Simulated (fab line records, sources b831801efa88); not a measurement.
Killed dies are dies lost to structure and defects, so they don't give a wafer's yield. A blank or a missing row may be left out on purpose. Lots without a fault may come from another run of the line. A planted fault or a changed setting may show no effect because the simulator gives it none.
Chamber matching | flow sky130 | SKY_VIA3_CMP_24 on cmp-01: 4 sister chambers
The step polishes, stops on SiO2, t overpolish 20 s, target thk 0 nm. 22 wafers are shown with their chamber, then 11 later ones without.

WAFERS WITH THEIR CHAMBER
wafer  | chamber | motor_current_A (A) | time_to_endpoint_s (s) | overpolish_run_s (s)
L547.2 | 3       | 10.1                | 103                    | 19.994
L547.4 | 0       | 10.3                | 97                     | 19.993
L547.5 | 3       | 10.5                | 100                    | 20.011
L549.2 | 0       | 9.5                 | 93                     | 19.991
L549.4 | 2       | 12.1                | 101                    | 20.013
L549.5 | 3       | 10.5                | 98                     | 19.991
L548.2 | 2       | 12.4                | 104                    | 20.009
L548.5 | 3       | 10.1                | 99                     | 19.998
L548.6 | 2       | 12.2                | 102                    | 20.001
L555.1 | 0       | 9.8                 | 96                     | 19.995
L555.4 | 1       | 10.5                | 94                     | 20.009
L555.6 | 2       | 12.8                | 99                     | 19.990
L560.2 | 1       | 10.8                | 89                     | 20.003
L560.4 | 2       | 11.9                | 97                     | 20.005
L560.5 | 3       | 9.8                 | 93                     | 19.993
L564.1 | 3       | 10.0                | 95                     | 20.001
L564.3 | 2       | 12.6                | 97                     | 19.994
L564.4 | 1       | 10.9                | 89                     | 20.008
L563.1 | 2       | 12.1                | 96                     | 19.993
L563.4 | 1       | 10.1                | 91                     | 19.991
L563.6 | 3       | 10.2                | 95                     | 19.991
L565.3 | 0       | 9.7                 | 91                     | 19.989

SIGNATURES (means of the wafers above)
reading            | chamber 0 | chamber 1 | chamber 2 | chamber 3 | scatter within a chamber
motor_current_A    | 9.825     | 10.575    | 12.300    | 10.171    | 0.31
time_to_endpoint_s | 94.25     | 90.75     | 99.43     | 97.57     | 3.03
overpolish_run_s   | 19.99200  | 20.00275  | 20.00071  | 19.99700  | 0.00742
Rule: a wafer's distance from a chamber is the root of the sum, over the readings, of the square of ((its reading less the chamber's mean) divided by the reading's scatter). The wafer belongs to the nearest chamber; if the next one is less than 2 further off, it can't be placed. The scatter: the root of (the sum of the squares of (reading less its chamber's mean) over the shown wafers, divided by (wafers less chambers)).

WAFERS WITHOUT THEIR CHAMBER
wafer  | motor_current_A (A) | time_to_endpoint_s (s) | overpolish_run_s (s)
L565.4 | 10.7                | 88                     | 20.018
L565.5 | 10.5                | 91                     | 19.988
L568.3 | 10.0                | 92                     | 20.012
L568.4 | 10.1                | 92                     | 19.993
L568.5 | 10.3                | 89                     | 19.996
L569.2 | 11.8                | 89                     | 20.013
L569.3 | 10.2                | 93                     | 20.000
L569.4 | 10.3                | 89                     | 20.004
L570.1 | 10.4                | 97                     | 20.009
L570.3 | 10.9                | 92                     | 19.996
L570.5 | 10.8                | 96                     | 20.015

WHICH CHAMBER EACH WENT THROUGH
wafer  | from the rows above          | in truth
L565.4 | 1                            | 1
L565.5 | can't be placed: 1 or 0 or 3 | 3
L568.3 | can't be placed: 1 or 3 or 0 | 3
L568.4 | can't be placed: 0 or 3 or 1 | 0
L568.5 | can't be placed: 1 or 0 or 3 | 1
L569.2 | can't be placed: 2 or 1      | 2
L569.3 | can't be placed: 1 or 3 or 0 | 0
L569.4 | can't be placed: 1 or 0 or 3 | 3
L570.1 | can't be placed: 3 or 1 or 0 | 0
L570.3 | can't be placed: 1 or 3      | 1
L570.5 | can't be placed: 1 or 3 or 0 | 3
Placed correctly: 1 of 11. Can't be placed from these rows: 10 (the true chamber is among the candidates in 10). Placed wrongly: 0.
